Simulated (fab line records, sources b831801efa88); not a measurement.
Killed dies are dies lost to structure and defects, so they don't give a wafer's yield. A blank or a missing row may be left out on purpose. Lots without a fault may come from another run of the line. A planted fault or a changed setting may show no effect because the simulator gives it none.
Problem report in the 8D (eight disciplines) form, filled by code | flow sfq_line | the parts of the form that need people (team, actions taken, sign-off) are left out

1. THE PROBLEM
rf_fwd_power_W at SFQ_TRILAYER_M2_BARC_OPEN_METAL_ETCH_077 reads a mean of 496 W on 2 wafers of 2 lots; wafers without a fault read 593 W with a standard deviation of 3. That is -32 standard deviations from the usual mean.
The step: etches BARC in O2, target depth 125 nm, time 41.7 s.
First seen on wafer L630.6, day 36 17:26, on rie_metal-03. The record holds 18 wafers of 6 lots with a number at this step. Rule for "out", or "out of limits": more than 4 standard deviations from the usual mean. The other wafers with a number count as sound.

2. WHAT IT IS AND WHAT IT IS NOT
question                    | is                | is not
which readings at this step | rf_fwd_power_W    | drypump_motor_current_A, he_backside_leak_sccm, oes_product_au
which lots                  | L630, L631        | L615, L621, L632, L637
which wafers of those lots  | L630.6, L631.6    | L630.2, L630.5, L631.2, L631.5
read on which tools         | rie_metal-03      | rie_metal-01, rie_metal-02
when                        | from day 36 17:26 | up to then (8 sound wafers); but 8 sound wafers of L631, L632, L637 came after

3. SUSPECTS, AND WHAT RULES EACH OUT
Counting: a tool at a process step up to the reading stays a suspect if it ran every lot that is out. Sound lots after the first of them don't rule it out here, since some wafers of a struck lot are sound.
- rie_metal-03 at SFQ_TRILAYER_M2_BARC_OPEN_METAL_ETCH_077 (etches BARC in O2, target depth 125 nm, time 41.7 s): kept. It ran every lot that is out, first L630 (day 36 17:26); its last sound lot up to then is L621 (day 34 00:49). Its own readings are out on those wafers: rf_fwd_power_W.
- Within rie_metal-03 at SFQ_TRILAYER_M2_BARC_OPEN_METAL_ETCH_077: the wafers that are out ran in chamber 1; their sound lot-mates ran in chamber 0.
Left after counting: rie_metal-03 at SFQ_TRILAYER_M2_BARC_OPEN_METAL_ETCH_077.

4. THE CAUSE (what the simulator had put in)
Process parameter drift: rie_metal-03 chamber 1, from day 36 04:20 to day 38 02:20, at SFQ_TRILAYER_M2_BARC_OPEN_METAL_ETCH_077. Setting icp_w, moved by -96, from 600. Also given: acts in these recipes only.
Counting left only this tool.

5. THE CHAIN OF EFFECTS, in route order
Each row: a reading whose mean over the struck wafers that have a number lies more than 3 standard deviations from the usual. Only readings for which the record gives a usual standard deviation are gone through. hours: the time from each lot's start at the first step in this table that gives one to its start at this step, as a median over the lots. sigmas: the change in usual standard deviations.
hours | step                                     | reading        | usual | on struck wafers | change | sigmas
0     | SFQ_TRILAYER_M2_BARC_OPEN_METAL_ETCH_077 | rf_fwd_power_W | 593 W | 496              | -98    | -32
The process steps in it:
- SFQ_TRILAYER_M2_BARC_OPEN_METAL_ETCH_077: etches BARC in O2, target depth 125 nm, time 41.7 s.

6. WHAT WOULD HAVE CAUGHT IT SOONER
In this record the first reading out of limits was taken at day 36 17:26, 13 hours after the fault began at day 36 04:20.
